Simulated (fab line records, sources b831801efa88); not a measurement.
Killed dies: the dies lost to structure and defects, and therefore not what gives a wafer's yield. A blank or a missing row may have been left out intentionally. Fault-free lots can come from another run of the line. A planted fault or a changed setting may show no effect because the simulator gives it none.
Problem report, 8D (eight disciplines) form, completed by code + flow sky130 + the parts of the form that need people (team, actions taken, sign-off) are left out

## 1. WHAT IS WRONG
bias-w at SKY_METAL1_METAL_ETCH_19 reads a mean of 46.55 W on 1 wafer of 1 lot; wafers without a fault read 48.51 W with a standard deviation of 0.15. Relative to the usual mean, that is a shift of -13 standard deviations.
The step: etches the open film in Cl2/BCl3, stops on SiO2, target depth 360 nm, time 78 s.
First seen on wafer L336.1, day 38 23:50, on rie-metal-04. The record holds 36 wafers of 12 lots with a number at this step. Rule for "out", or "out of limits": more than 4 standard deviations from the usual mean. All remaining wafers that have a number are taken as sound.

## 2. WHAT IT IS; WHAT IT IS NOT
| question                    | is                | is not                                                                      |
|-----------------------------|-------------------|-----------------------------------------------------------------------------|
| which readings at this step | bias-w            | drypump-motor-current-A, oes-product-au, rf-fwd-power-W, throttle-valve-pct |
| which lots                  | L336              | L317, L319, L320, L321, L322, L323, L324, L325, L327, L328, L329            |
| which wafers of those lots  | L336.1            | L336.2, L336.4                                                              |
| read on which tools         | rie-metal-04      | rie-metal-01, rie-metal-03                                                  |
| when                        | from day 38 23:50 | up to then (35 sound wafers)                                                |

## 3. THE SUSPECTS, EACH WITH WHAT RULES IT OUT
Counting: if a tool at a process step up to the reading ran every lot that is out, it stays a suspect. Sound lots after the first of them don't rule it out here, since some wafers of a struck lot are sound.
- pvd-sputter-04 at SKY_METAL1_SPUTTER_02 (material AlCu, target thk 250 nm, time 13.3 s): kept. L336, the lot that is out, went through it at day 37 23:04; up to then, the latest sound lot through it was L327 at day 34 22:43.
- rie-metal-04 at SKY_METAL1_METAL_ETCH_19 (etches the open film in Cl2/BCl3, stops on SiO2, target depth 360 nm, time 78 s): kept. L336, the lot that is out, went through it at day 38 23:50; up to then, the latest sound lot through it was L325 at day 35 03:49. Its own bias-w readings are out on those wafers.
- Within rie-metal-04 at SKY_METAL1_METAL_ETCH_19: the wafers that are out ran in chamber 0; their sound lot-mates ran in chamber 1.
Left after counting: pvd-sputter-04 at SKY_METAL1_SPUTTER_02, rie-metal-04 at SKY_METAL1_METAL_ETCH_19.

## 4. THE CAUSE (what the simulator had put in)
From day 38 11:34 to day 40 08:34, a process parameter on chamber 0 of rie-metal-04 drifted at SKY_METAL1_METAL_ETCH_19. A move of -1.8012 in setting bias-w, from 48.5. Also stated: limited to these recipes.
Counting left 2 suspects, and this tool is among them.

## 5. THE CHAIN OF EFFECTS, in route order
Each row: a reading where the mean over the struck wafers with a number is more than 3 standard deviations away from the usual. Only readings for which the record gives a usual standard deviation are gone through. hours: the time from each lot's start at the first step in this table that gives one to its start at this step, as a median over the lots. sigmas: the change in usual standard deviations.
| hours | step                     | reading | usual   | on struck wafers | change | sigmas |
|-------|--------------------------|---------|---------|------------------|--------|--------|
| 0     | SKY_METAL1_METAL_ETCH_19 | bias-w  | 48.51 W | 46.55            | -1.96  | -13    |
Process steps it contains:
- SKY_METAL1_METAL_ETCH_19: etches the open film in Cl2/BCl3, stops on SiO2, target depth 360 nm, time 78 s.

## 6. HOW IT WOULD HAVE BEEN CAUGHT EARLIER
In this record no reading fell out of limits until day 38 23:50, 12 hours after the fault had begun at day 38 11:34.
